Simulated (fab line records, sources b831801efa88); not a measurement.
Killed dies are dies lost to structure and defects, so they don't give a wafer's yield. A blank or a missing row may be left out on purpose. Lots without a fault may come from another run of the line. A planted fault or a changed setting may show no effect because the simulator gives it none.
fab line records | flow sfq_line
record lots=6 wafers=18 last_day=91
route steps=325 shown I7@303 M8@311
lots that met no fault: from a run of the same line without faults
start_h: hours from the record's first day to the start of the lot's first wafer shown | wait_h: hours since the lot's step before | " the same as in the row above | L1.1+2: a row that stands for several wafers | - no value, or no start given | * or withheld: withheld | < > ~ a bound
route shown NAME@n: a module of which the file shows steps, and the number in the route of the first | usual: mean/standard deviation of fault-free wafers | same: alike in all rows | chamber/n: place in a boat | sites: the reading at each site | _std_site: their standard deviation | _edge_site: outer sites' mean less inner sites' | radius_mm: how far each site lies from the wafer's centre | mask NAME#n: copy n | behind: the tool/chamber that last shaped the wafer | hold: why the lot was held/for how many hours/how that ended | device: the transistor (n, p or np) that didn't switch | end of line: the same wafers' tests at the end of the route | a step without rows: its recipe alone | killed: dies lost to structure and defects at the first sort, not the wafer's yield | map: a wafer's dies, x killed, . not, _ none there
set.NAME: the setting as run; set.NAME@STEP: as run at that earlier step | model.NAME: the simulator's own value behind a step, which no gauge read
lots at some steps of the route; a table a step, a row a wafer
services: from which hour (start_h, from the record's first day; less than 0 if before it) a tool's chamber was out of use, for how many hours, and why
## steps
# step SFQ_TRILAYER_I7_VIA_LITHO_EXPOSE_188
# recipe mask_id=I7 na=0.6 source_shape=conventional sigma_outer=0.65 target_cd_nm=1000 dose_mj=21.3
# step SFQ_TRILAYER_I7_VIA_LITHO_PEB_190
# recipe peb_temp_c=115 peb_time_s=60 resist=KrF
# step SFQ_TRILAYER_I7_VIA_LITHO_DEVELOP_189
# recipe time_s=60 resist=KrF
# step SFQ_I7_OVL_MEAS_947
# usual I7_OVL=2/5.5
# columns lot.wafer tool chamber start_h wait_h I7_OVL[nm]
L320.1 overlay-01 - 1987.66 0.1 2
L320.2 " - " " 4
L320.3 " - " " 1
L329.1 overlay-02 - 2043.76 0.1 2
L329.2 " - " " 4
L329.4 " - " " 5
L330.1 overlay-01 - 2047.36 0.1 4
L330.2 " - " " 6
L330.5 " - " " 6
L332.2 overlay-02 - 2053.37 0.1 4
L332.3 " - " " 2
L332.4 " - " " -6
L339.2 overlay-01 - 2094.95 0.1 -3
L339.3 " - " " 1
L339.4 " - " " 2
L340.1 overlay-02 - 2096.15 0.1 0
L340.3 " - " " 2
L340.6 " - " " 1
# step SFQ_TRILAYER_I7_VIA_BARC_OPEN_VIA_ETCH_260
# recipe mask_material=PR chemistry=O2 target_depth_nm=125 target=BARC source_w=500 bias_w=80 pressure_mtorr=30 time_s=41.7
# usual drypump_motor_current_A=5.7/0.36 oes_product_au=0.685/0.0042
# columns lot.wafer tool chamber start_h wait_h drypump_motor_current_A oes_product_au rf_hours_counter_h
L320.1 rie_diel-01 1 1987.70 0.0 5.4 0.687 18
L320.2 " 3 " " 5.4 0.684 12
L320.3 " 2 " " 5.5 0.684 18
L329.1 rie_diel-02 3 2043.80 0.0 6.2 0.682 18
L329.2 " 2 " " 5.9 0.687 8
L329.4 " 0 " " 6.0 0.689 7
L330.1 rie_diel-04 3 2047.40 0.0 5.9 0.683 9
L330.2 " 0 " " 5.4 0.679 16
L330.5 " 3 " " 5.9 0.683 -
L332.2 rie_diel-01 3 2053.40 0.0 5.4 0.680 12
L332.3 " 0 " " 6.2 0.682 10
L332.4 " 1 " " 5.4 0.685 20
L339.2 rie_diel-01 0 2094.98 0.0 6.3 0.692 11
L339.3 " 1 " " 5.4 0.683 21
L339.4 " 2 " " 5.5 0.686 20
L340.1 rie_diel-02 0 2096.18 0.0 5.9 0.680 8
L340.3 " 1 " " 5.1 0.688 3
L340.6 " 0 " " 5.9 0.682 -
# step SFQ_TRILAYER_I7_VIA_ETCH_VIA_ETCH_190
# recipe target=SiO2 stop_on=Nb mask_material=PR taper_deg=20 chemistry=CHF3 target_depth_nm=260 source_w=500 bias_w=80 pressure_mtorr=30 time_s=withheld
# usual drypump_motor_current_A=5.7/0.36 oes_product_au=0.853/0.0053
# columns lot.wafer tool chamber start_h wait_h drypump_motor_current_A oes_product_au
L320.1 rie_diel-01 1 1987.74 0.0 5.4 0.861
L320.2 " 3 " " 5.4 0.863
L320.3 " 2 " " 5.5 0.846
L329.1 rie_diel-02 3 2043.84 0.0 6.2 0.848
L329.2 " 2 " " 5.9 0.853
L329.4 " 0 " " 6.0 0.859
L330.1 rie_diel-04 3 2047.44 0.0 5.9 0.848
L330.2 " 0 " " 5.5 0.858
L330.5 " 3 " " 5.9 0.862
L332.2 rie_diel-01 3 2053.44 0.0 5.4 0.854
L332.3 " 0 " " 6.2 0.858
L332.4 " 1 " " 5.4 0.851
L339.2 rie_diel-01 0 2095.02 0.0 6.3 0.858
L339.3 " 1 " " 5.4 0.858
L339.4 " 2 " " 5.5 0.860
L340.1 rie_diel-02 0 2096.22 0.0 5.9 0.854
L340.3 " 1 " " 5.2 0.849
L340.6 " 0 " " 5.9 0.863
# step SFQ_TRILAYER_I7_VIA_STRIP_STRIP_191
# recipe gas=O2 power_w=200 platen_temp_c=40 overash_fraction=0.65 chemistry=O2 pressure_mtorr=50
# usual drypump_motor_current_A=6.0/0.48 oes_product_au=0.999/0.0078
# columns lot.wafer tool chamber start_h wait_h drypump_motor_current_A oes_product_au rf_hours_counter_h
L320.1 rie_metal-01 0 1987.85 - 5.4 0.978 81
L320.2 " 0 " " 5.4 0.982 -
L320.3 " 0 " " 5.4 0.994 -
L329.1 rie_metal-02 0 2043.95 - 6.1 1.004 10
L329.2 " 1 " " 5.6 0.996 97
L329.4 " 0 " " 6.1 0.998 -
L330.1 rie_metal-02 1 2047.55 - 5.6 1.007 97
L330.2 " 0 " " 6.0 0.998 10
L330.5 " 0 " " 6.0 0.991 -
L332.2 rie_metal-01 0 2053.55 - 5.4 1.000 92
L332.3 " 1 " " 5.6 0.997 -
L332.4 " 0 " " 5.3 0.997 -
L339.2 rie_metal-01 0 2095.13 - 5.4 0.982 98
L339.3 " 0 " " 5.4 0.982 -
L339.4 " 1 " " 5.6 0.984 -
L340.1 rie_metal-02 0 2096.33 - 6.0 0.994 17
L340.3 " 1 " " 5.6 1.003 -
L340.6 " 1 " " 5.6 1.003 -
# step SFQ_TRILAYER_I7_VIA_STRIP_SOLV_CLEAN_192
# recipe chemistry=NMP temp_c=70 time_s=600
# step SFQ_TRILAYER_M8_LITHO_LOR_COAT_197
# recipe resist=lift-off spin_rpm=3000
# step SFQ_TRILAYER_M8_LITHO_LOR_BAKE_198
# recipe resist=lift-off temp_c=withheld time_s=withheld
# step SFQ_TRILAYER_M8_LITHO_COAT_193
# recipe resist=KrF spin_rpm=3000 resist_thk_nm=600
# step SFQ_TRILAYER_M8_LITHO_SOFTBAKE_199
# recipe temp_c=withheld time_s=withheld resist=KrF
# step SFQ_TRILAYER_M8_LITHO_EXPOSE_194
# recipe mask_id=M8 na=0.6 source_shape=conventional sigma_outer=0.65 target_cd_nm=2000 dose_mj=14.4
# usual exposure_dose_mJ_cm2=14.399/0.015 focus_offset_nm=0.0/0.57
# columns lot.wafer tool chamber start_h wait_h mask exposure_dose_mJ_cm2 focus_offset_nm
L320.1 krf_scanner-02 0 1991.72 - M8#0 14.406 0.2
L320.2 " 0 " " M8#0 14.385 -0.2
L320.3 " 0 " " M8#0 14.401 -0.3
L329.1 krf_scanner-01 - 2135.57 - M8#0 - -
L329.2 " - " " M8#0 - -
L329.4 " - " " M8#0 - -
L330.1 krf_scanner-01 - 2139.17 - M8#0 - -
L330.2 " - " " M8#0 - -
L330.5 " - " " M8#0 - -
L332.2 krf_scanner-01 0 2144.17 - M8#0 14.398 1.2
L332.3 " 0 " " M8#0 14.390 0.6
L332.4 " 0 " " M8#0 14.392 0.4
L339.2 krf_scanner-02 0 2178.51 - M8#0 14.408 0.2
L339.3 " 0 " " M8#0 14.381 -0.2
L339.4 " 0 " " M8#0 14.386 0.7
L340.1 krf_scanner-02 0 2179.51 - M8#0 14.383 -0.4
L340.3 " 0 " " M8#0 14.389 -0.1
L340.6 " 0 " " M8#0 14.381 -0.2
# step SFQ_TRILAYER_M8_LITHO_PEB_196
# recipe peb_temp_c=115 peb_time_s=60 resist=KrF
## services
# columns tool chamber start_h hours kind
krf_scanner-02 - 1964.85 1.6 repair
rie_metal-02 - 1977.56 2.8 pm
rie_metal-02 - 1981.10 0.8 repair
rie_metal-01 - 1985.82 1.4 pm
rie_metal-01 - 2006.37 0.5 repair
rie_diel-02 - 2007.08 0.6 repair
krf_scanner-01 - 2014.96 4.0 pm
krf_scanner-01 - 2018.98 0.8 pm
krf_scanner-01 - 2021.83 1.0 pm
rie_diel-01 - 2028.37 0.7 repair
krf_scanner-01 - 2048.88 3.6 pm
krf_scanner-01 - 2052.45 0.8 repair
krf_scanner-02 - 2054.26 7.2 pm
rie_diel-02 0 2062.10 8.3 repair
krf_scanner-02 - 2062.15 1.3 pm
krf_scanner-01 - 2063.71 1.3 pm
krf_scanner-02 - 2100.65 0.8 pm
krf_scanner-02 - 2128.99 1.0 pm
rie_metal-02 - 2132.52 1.1 repair
rie_diel-02 3 2136.18 18.2 repair
rie_diel-01 0 2161.26 10.0 repair
krf_scanner-01 - 2166.01 0.3 repair
krf_scanner-02 - 2166.81 0.2 repair
rie_diel-01 2 2175.22 5.1 repair
## key
first_sign step=SFQ_TRILAYER_M8_LITHO_EXPOSE_194 reading=tool_record direction=missing
effect none on later readings
met_at SFQ_TRILAYER_M8_LITHO_EXPOSE_194
struck_wafers L329.1,L329.2,L329.4,L330.1,L330.2,L330.5
fault kind=skipped_step_whole tool=krf_scanner-01 chamber=- onset_h=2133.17 steps=SFQ_TRILAYER_M8_LITHO_EXPOSE_194 scope=struck_lots_only
